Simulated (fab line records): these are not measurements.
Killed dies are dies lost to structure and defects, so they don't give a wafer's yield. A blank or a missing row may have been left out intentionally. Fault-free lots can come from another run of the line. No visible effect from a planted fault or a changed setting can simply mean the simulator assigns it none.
2 desks, one fault    flow gf180mcu    numbers are kept per desk, each desk with only its own; the story behind them comes last

== DESK OF THE TOOL OWNER: rie diel-04 ==
The tool's own readings at GF_HV_LDD_ETCHBACK_58 (etches Si3N4 in CH3F/O2, stops on SiO2, time 100 s, target depth 90 nm): means of the sampled wafers that have a number, for each lot that ran on this tool. If a lot's mean is further than 4 standard deviations from the usual mean, the lot is out of limits and carries the mark OUT (the distance appears in the brackets).
Columns: A = chamber pressure mTorr at GF_HV_LDD_ETCHBACK_58, usual 25.003 mTorr; B = drypump motor current A at GF_HV_LDD_ETCHBACK_58, usual 5.8 A; C = oes product au at GF_HV_LDD_ETCHBACK_58, usual 0.841 a.u.; D = run length s at GF_HV_LDD_ETCHBACK_58, usual 128.3 s; E = throttle valve pct at GF_HV_LDD_ETCHBACK_58, usual 10.561 %
lot   first seen here  A       B    C                D                       E
L837  day 12 10:56     25.027  5.2  0.836            128.2                   10.563
L845  day 15 15:26     24.993  5.5  0.842            128.4                   10.558
L846  day 16 12:13     25.015  5.8  0.834            128.4                   10.564
L848  day 16 19:46     24.985  5.3  0.838            128.1                   10.565
L851  day 17 18:03     24.998  5.4  0.914 (+12) OUT  108.6 (-60) OUT         10.573
L855  day 18 14:16     24.994  5.4  0.916 (+13) OUT  108.8 (-59) OUT         10.578
L856  day 19 00:57     24.998  5.4  0.988 (+24) OUT  89.1 (-99 or more) OUT  10.573
Finding of this desk: L851, L855, L856 out of limits; the first was L851 at day 17 18:03, on oes product au at GF_HV_LDD_ETCHBACK_58. L837, L845, L846, L848: within limits.

== FROM THE METROLOGY DESK ==
Lot by lot, what the gauges showed, no matter which tool ran the lot: averages of those sampled wafers that carry a number. If a lot's mean is further than 4 standard deviations from the usual mean, the lot is out of limits and carries the mark OUT (the distance appears in the brackets).
Columns: A = SAB_OVL at GF_SAB_OVL_MEAS_10, usual 0.5 nm
lot   first seen here  A
L837  day 15 00:59     2.5
L838  day 15 11:39     1.7
L839  day 15 20:37     -0.0
L840  day 16 01:37     -0.3
L842  day 17 00:03     1.7
L843  day 17 13:38     1.2
L845  day 18 13:28     -0.1
L846  day 19 11:36     2.5
L848  day 19 19:46     -0.6
L851  day 20 20:07     -1.0
L855  day 21 16:25     1.9
L858  day 22 17:51     3.3
L859  day 23 05:40     -0.1
This desk's verdict: no lot among the 13 shows anything out of limits.

== TAKEN TOGETHER ==
On L851, L855, L856, at day 17 18:03, an alarm was possible from the tool owner's desk.
Nothing out of limits was seen by the metrology desk.
The metrology desk holds a record of L851, L855, inside its limits.
The metrology desk has no number on record for L856.
Of the lots named, all ran GF_HV_LDD_ETCHBACK_58 on rie diel-04.

== WHAT HAD BEEN PUT IN BY THE SIMULATOR ==
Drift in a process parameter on rie diel-04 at GF_HV_LDD_ETCHBACK_58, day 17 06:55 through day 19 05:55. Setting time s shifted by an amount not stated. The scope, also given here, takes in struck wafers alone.
Lots struck among those shown: L851, L855, L856.
Delay in hours, fault start to first out-of-limits reading, by desk: the tool owner's desk at 11.
